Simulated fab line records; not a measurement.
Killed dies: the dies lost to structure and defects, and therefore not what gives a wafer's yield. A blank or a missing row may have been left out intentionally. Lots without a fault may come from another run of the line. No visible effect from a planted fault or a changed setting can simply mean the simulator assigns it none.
What tool caused it? + flow gf180mcu + Sampling: 6 lots, 18 wafers, 2 of 602 route steps

== WHAT THE GAUGES SHOWED, per wafer ==
GF_V5_RS_MEAS_24: a four-point-probe measurement.
| lot  | measured     | on            | V5_W_RS (ohm/sq)  |
|------|--------------|---------------|-------------------|
| L371 | day 27 08:13 | film metro-01 | 0.326 0.326 0.331 |
| L374 | day 28 08:06 | film metro-02 | 0.331 0.323 0.327 |
| L376 | day 29 02:38 | film metro-03 | 0.333 0.333 0.331 |
| L380 | day 30 12:11 | film metro-01 | 0.337 0.331 0.331 |
| L382 | day 30 19:38 | film metro-02 | 0.335 0.330 0.327 |
| L390 | day 33 09:25 | film metro-02 | 0.325 0.291 0.325 |

== WHICH TOOL RAN EACH LOT (tool, then ch and the chambers of the sampled wafers, then the start) ==
| lot  | GF_V5_CVD_23                  |
|------|-------------------------------|
| L371 | cvd w-01 ch 0,1, day 27 08:05 |
| L374 | cvd w-02 ch 0,1, day 28 07:58 |
| L376 | cvd w-01 ch 0, day 29 02:25   |
| L380 | cvd w-01 ch 0,1, day 30 12:05 |
| L382 | cvd w-01 ch 0,1, day 30 19:29 |
| L390 | cvd w-02 ch 1, day 33 09:11   |
- GF_V5_CVD_23: deposits W, target thk 350 nm, time 104.9 s.

== THE ANSWER, worked out from the rows above alone ==
Rule: what is usual is taken from the lots themselves. The widest of any qualifying gaps counts: lots, ordered by their means at a reading, are off when they make up no more than a third of the lots, leave a main group of 4 or more, and stand apart from it by 3 or more times the standard deviation of that group's means. A main group is skipped when, at the precision printed for the reading in the tables above, its means are all equal. A lot without any number at a reading at which 4 lots or more have one is off too. All remaining lots with rows at the step are treated as sound.
Off: at GF_V5_RS_MEAS_24 (V5_W_RS), L390. Mean 0.330 ohm/sq and standard deviation 0.0024 in the main group.
If a tool, at a process step before that reading, ran all the lots that are off and no sound lot after the first of them, it fits. The gauges at GF_V5_RS_MEAS_24 are tried like those tools. 2 tools fit, cvd w-02 at GF_V5_CVD_23 and film metro-02 at GF_V5_RS_MEAS_24, so this cannot tell which one it is.

== WHAT THE SIMULATOR HAD INSERTED ==
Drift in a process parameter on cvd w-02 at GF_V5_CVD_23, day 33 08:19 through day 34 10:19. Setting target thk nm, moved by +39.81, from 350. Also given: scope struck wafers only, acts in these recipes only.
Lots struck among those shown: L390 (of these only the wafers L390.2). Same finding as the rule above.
